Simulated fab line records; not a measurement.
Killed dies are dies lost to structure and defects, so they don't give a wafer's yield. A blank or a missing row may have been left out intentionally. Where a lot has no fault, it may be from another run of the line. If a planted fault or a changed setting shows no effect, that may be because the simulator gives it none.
Which tool did it? + flow sky130 + Sampling: 13 lots, 39 wafers, 3 of 708 route steps

## WHAT EACH GAUGE READ, for each wafer
SKY_METAL1_RS_MEAS_05: the measuring method here is four-point-probe. Usual: for METAL1_ALCU_RS the level is 0.1266 ohm/sq and the standard deviation is 0.0018.
| lot  | measured     | on           | METAL1_ALCU_RS (ohm/sq) | flag |
|------|--------------|--------------|-------------------------|------|
| L976 | day 31 18:10 | filmMetro-04 | 0.1265 0.1245 0.1275    |      |
| L977 | day 31 22:59 | filmMetro-04 | 0.1246 0.1247 0.1241    |      |
| L978 | day 32 15:03 | filmMetro-01 | 0.1263 0.1263 0.1285    |      |
| L980 | day 33 08:56 | filmMetro-04 | 0.1276 0.1281 0.1271    |      |
| L981 | day 34 03:02 | filmMetro-01 | 0.1243 0.1267 0.1256    |      |
| L982 | day 34 05:41 | filmMetro-04 | 0.1286 0.1301 0.1306    |      |
| L984 | day 34 16:02 | filmMetro-01 | 0.1255 0.1284 0.1280    |      |
| L985 | day 34 21:40 | filmMetro-03 | 0.1256 0.1241 0.1270    |      |
| L990 | day 36 16:51 | filmMetro-01 | 0.1295 0.1260 0.1273    |      |
| L992 | day 37 11:20 | filmMetro-03 | 0.1246 0.1246 0.1234    |      |
| L991 | day 37 12:13 | filmMetro-03 | 0.1255 0.1245 0.1242    |      |
| L993 | day 37 14:17 | filmMetro-04 | 0.1221 0.1227 0.1244    |      |
| L998 | day 38 16:46 | filmMetro-03 | 0.1278 0.1272 0.1299    |      |

SKY_VIA1_BOW_MEAS_03. Usual: for VIA1_BOW the level is 79 um and the standard deviation is 6.7.
| lot  | measured     | on           | VIA1_BOW (um) | flag |
|------|--------------|--------------|---------------|------|
| L976 | day 32 21:35 | filmMetro-02 | 79 77 82      |      |
| L977 | day 33 02:57 | filmMetro-02 | 84 80 86      |      |
| L978 | day 33 19:03 | filmMetro-02 | 83 69 70      |      |
| L980 | day 34 13:17 | filmMetro-01 | 80 85 84      |      |
| L981 | day 35 07:32 | filmMetro-01 | 79 87 84      |      |
| L982 | day 35 09:58 | filmMetro-03 | 65 92 95      |      |
| L984 | day 35 20:02 | filmMetro-03 | 80 75 87      |      |
| L985 | day 36 08:55 | filmMetro-01 | 75 84 75      |      |
| L990 | day 37 19:44 | filmMetro-03 | 75 68 77      |      |
| L992 | day 38 15:11 | filmMetro-01 | 73 85 87      |      |
| L991 | day 38 15:52 | filmMetro-03 | 82 92 85      |      |
| L993 | day 38 17:22 | filmMetro-02 | 81 93 92      |      |
| L998 | day 39 18:20 | filmMetro-01 | 84 86 79      |      |

## EACH LOT AND THE TOOL THAT RAN IT (in order: tool; ch and the chambers of the sampled wafers; start)
| lot  | SKY_CONTACT_STRIP_19                |
|------|-------------------------------------|
| L976 | plasmaAsher-02 ch 0,1, day 31 16:26 |
| L977 | plasmaAsher-01 ch 0,1, day 31 21:30 |
| L978 | plasmaAsher-03 ch 0,1, day 32 13:36 |
| L980 | plasmaAsher-03 ch 0,1, day 33 07:24 |
| L981 | plasmaAsher-01 ch 0,1, day 34 01:26 |
| L982 | plasmaAsher-03 ch 0,1, day 34 04:16 |
| L984 | plasmaAsher-02 ch 0,1, day 34 14:37 |
| L985 | plasmaAsher-01 ch 1, day 34 20:16   |
| L990 | plasmaAsher-01 ch 0,1, day 36 15:27 |
| L992 | plasmaAsher-03 ch 0,1, day 37 09:53 |
| L991 | plasmaAsher-03 ch 0,1, day 37 10:48 |
| L993 | plasmaAsher-01 ch 0,1, day 37 12:44 |
| L998 | plasmaAsher-01 ch 0,1, day 38 15:19 |
- SKY_CONTACT_STRIP_19: strips in O2/N2.

## AS READ BY THE TOOLS THEMSELVES (means over the sampled wafers that have a number; for cases with no such wafer, the mark the record gives instead)
SKY_CONTACT_STRIP_19. Usual: drypumpMotorCurrentA 5.7 A, standard deviation 0.48; oesProductAu 0.380 a.u., standard deviation 0.0046; stripTimeToEndpointS 3.61 s, standard deviation 0.032.
| lot  | tool           | drypumpMotorCurrentA (A) | oesProductAu (a.u.) | stripTimeToEndpointS (s) | flag |
|------|----------------|--------------------------|---------------------|--------------------------|------|
| L976 | plasmaAsher-02 | 5.8                      | 0.373               | 3.53                     |      |
| L977 | plasmaAsher-01 | 5.2                      | 0.388               | 3.61                     |      |
| L978 | plasmaAsher-03 | 6.2                      | 0.378               | 3.58                     |      |
| L980 | plasmaAsher-03 | 6.2                      | 0.379               | 3.61                     |      |
| L981 | plasmaAsher-01 | 5.2                      | 0.380               | 3.59                     |      |
| L982 | plasmaAsher-03 | 6.2                      | 0.380               | 3.59                     |      |
| L984 | plasmaAsher-02 | 5.8                      | 0.380               | 3.60                     |      |
| L985 | plasmaAsher-01 | 5.4                      | 0.375               | 3.65                     |      |
| L990 | plasmaAsher-01 | 5.3                      | 0.376               | 3.60                     |      |
| L992 | plasmaAsher-03 | 6.2                      | 0.382               | 3.63                     |      |
| L991 | plasmaAsher-03 | 6.3                      | 0.375               | 3.62                     |      |
| L993 | plasmaAsher-01 | 5.3                      | 0.379               | 3.60                     |      |
| L998 | plasmaAsher-01 | 5.1                      | 0.380               | 3.60                     |      |

## THE ANSWER, worked out from the rows above alone
Rule: take the mean of a lot's wafers that have a number; if it is more than 3 standard deviations from the usual mean, the lot is off. Also off: a lot with no number at a reading for which 4 or more lots have one. The other lots that the step has rows for count as sound. After the gauges, taken in route order, come the tools' own readings; for these a lot's mean is taken, as printed above. At the first step where some lot is off, the reading lying furthest off is the one used; lots without a number count as furthest.
Across all readings shown, no lot is off: no conclusion can be drawn from this.

## WHAT THE SIMULATOR HAD PUT IN
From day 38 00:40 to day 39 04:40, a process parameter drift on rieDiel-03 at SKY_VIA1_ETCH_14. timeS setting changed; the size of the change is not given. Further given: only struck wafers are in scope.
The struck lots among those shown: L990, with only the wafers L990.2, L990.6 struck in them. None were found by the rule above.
